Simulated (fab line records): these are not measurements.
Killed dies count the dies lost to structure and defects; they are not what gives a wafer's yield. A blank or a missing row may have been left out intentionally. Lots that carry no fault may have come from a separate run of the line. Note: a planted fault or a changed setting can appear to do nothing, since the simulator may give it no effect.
Struck lot and sound lot, side by side ; flow gf180mcu ; 44 out of 602 route steps
Sound: these wafers, L538.4, L538.5, L538.6. Wafers struck: L539.4, L539.5, L539.6. The cause comes at the end.
Each step with rows lists, per side, the tool, then ch with its chambers, then its first start. Under that, the readings that differ: sound wafers ; struck wafers ; difference of the means ; sigmas: that difference in standard deviations of wafers without a fault.
alike: readings with means less than 2 such deviations apart, plus words and numbers identical on both sides. not compared: withheld readings, readings lacking a value on some wafer, bounds such as >300 that could conceal the same value, and numbers that have no deviation in the record and whose values overlap.
The two part at a step that has a row with sigmas, a row that says differs or no value, or rows on one side only. Numbers that don't overlap but have no deviation are shown without sigmas and don't part them. Lack of a reading on every wafer of one side parts them only where that side has two or more wafers.

first, 2 steps without rows for these wafers: GF_DNWELL_DEVELOP_06 (develop time 60 s); GF_DNWELL_IMPLANT_07.
GF_DNWELL_STRIP_08: strips in O2/N2.
  sound on plasma-asher-01 ch 0,1, day 3 11:14; struck on plasma-asher-04 ch 0,1, day 3 23:16
  alike: drypump-motor-current-A, heater-power-w, oes-product-au, strip-time-to-endpoint-s
  not compared: rf-hours-counter-h
GF_DNWELL_TW_MEAS_09:
  struck on film-metro-02, day 3 23:22; sound on film-metro-03, day 3 11:20
  alike: DNWELL_TW
then, 7 steps without rows for these wafers: GF_NWELL_DEHYDRATE_00 (time 60 s); GF_NWELL_HMDS_01 (prime time 60 s); GF_NWELL_COAT_02 (resist thk 3000 nm); GF_NWELL_SOFTBAKE_03; GF_NWELL_EXPOSE_04 (exposes mask Nwell, target cd 860 nm); GF_NWELL_PEB_05; GF_NWELL_DEVELOP_06 (develop time 60 s).
GF_NWELL_OVL_MEAS_07:
  struck on overlay-02, day 4 12:47; sound on overlay-02, day 3 23:32
  alike: NWELL_OVL
GF_NWELL_IMPLANT_08:
  sound on implanter-02 ch 0, day 3 23:38; struck on implanter-02 ch 0, day 4 13:11
  alike: faraday-current-uA
after that, 1 step had no rows for these wafers: GF_NWELL_IMPLANT_09.
GF_NWELL_STRIP_10: strips in O2/N2.
  sound on plasma-asher-04 ch 0,1, day 3 23:53; struck on plasma-asher-04 ch 0,1, day 4 13:26
  alike: drypump-motor-current-A, heater-power-w, oes-product-au, strip-time-to-endpoint-s
  not compared: rf-hours-counter-h
GF_NWELL_TW_MEAS_11:
  struck on film-metro-01, day 4 13:46; sound on film-metro-02, day 3 23:59
reading;sound;struck;difference;sigmas
NWELL_TW;1556 1557 1547;1933 1926 1933;+377;+24
then, 7 steps without rows for these wafers: GF_LVPWELL_DEHYDRATE_00 (time 60 s); GF_LVPWELL_HMDS_01 (prime time 60 s); GF_LVPWELL_COAT_02 (resist thk 3000 nm); GF_LVPWELL_SOFTBAKE_03; GF_LVPWELL_EXPOSE_04 (exposes mask LVPWELL, target cd 600 nm); GF_LVPWELL_PEB_05; GF_LVPWELL_DEVELOP_06 (develop time 60 s).
GF_LVPWELL_OVL_MEAS_07:
  struck on overlay-01, day 5 03:05; sound on overlay-02, day 4 13:14
  alike: LVPWELL_OVL
then, 2 steps without rows for these wafers: GF_LVPWELL_IMPLANT_08; GF_LVPWELL_IMPLANT_09.
GF_LVPWELL_STRIP_10: strips in O2/N2.
  sound on plasma-asher-03 ch 0,1, day 4 13:35; struck on plasma-asher-02 ch 0,1, day 5 03:26
  alike: drypump-motor-current-A, heater-power-w, oes-product-au, strip-time-to-endpoint-s
  not compared: rf-hours-counter-h
GF_LVPWELL_TW_MEAS_11:
  struck on film-metro-02, day 5 03:32; sound on film-metro-02, day 4 13:41
  alike: LVPWELL_TW
then, 7 steps without rows for these wafers: GF_MVSD_DEHYDRATE_00 (time 60 s); GF_MVSD_HMDS_01 (prime time 60 s); GF_MVSD_COAT_02 (resist thk 3000 nm); GF_MVSD_SOFTBAKE_03; GF_MVSD_EXPOSE_04 (exposes mask MVSD, target cd 1000 nm); GF_MVSD_PEB_05; GF_MVSD_DEVELOP_06 (develop time 60 s).
GF_MVSD_OVL_MEAS_07:
  struck on overlay-02, day 5 17:40; sound on overlay-01, day 5 03:17
  alike: MVSD_OVL
then, 2 steps without rows for these wafers: GF_MVSD_IMPLANT_08; GF_MVSD_IMPLANT_09.
GF_MVSD_STRIP_10: strips in O2/N2.
  sound on plasma-asher-01 ch 0,1, day 5 03:38; struck on plasma-asher-01 ch 0,1, day 5 18:02
  alike: drypump-motor-current-A, heater-power-w, oes-product-au, strip-time-to-endpoint-s
  not compared: rf-hours-counter-h
GF_MVSD_TW_MEAS_11:
  struck on film-metro-02, day 5 18:07; sound on film-metro-04, day 5 03:43
reading;sound;struck;difference;sigmas
MVSD_TW;1595 1595 1602;1546 1551 1544;-50;-3
then, 2 steps without rows for these wafers: GF_MVPSD_DEHYDRATE_00 (time 60 s); GF_MVPSD_HMDS_01 (prime time 60 s).
-- the record jumps here: 3 days lie between the struck wafers' starts before and after --
GF_VT_IMPLANT_RS_MEAS_47: uses a four-point probe to measure.
  struck on film-metro-01, day 8 23:31; sound on film-metro-04, day 8 08:01
reading;sound;struck;difference;sigmas
NWELL_RS (ohm/sq);487.7 488.7 488.5;351.2 349.9 350.4;-137.8;-99 or more
GF_PASSIVATION_PROBE_99:
  the record holds rows for the sound wafers here (prober-01, day 29 23:34) but none for the struck ones

## WHERE THEY PART
Earliest at GF_NWELL_TW_MEAS_11; latest, in this record, at GF_PASSIVATION_PROBE_99.

WHY: whatever the simulator had introduced
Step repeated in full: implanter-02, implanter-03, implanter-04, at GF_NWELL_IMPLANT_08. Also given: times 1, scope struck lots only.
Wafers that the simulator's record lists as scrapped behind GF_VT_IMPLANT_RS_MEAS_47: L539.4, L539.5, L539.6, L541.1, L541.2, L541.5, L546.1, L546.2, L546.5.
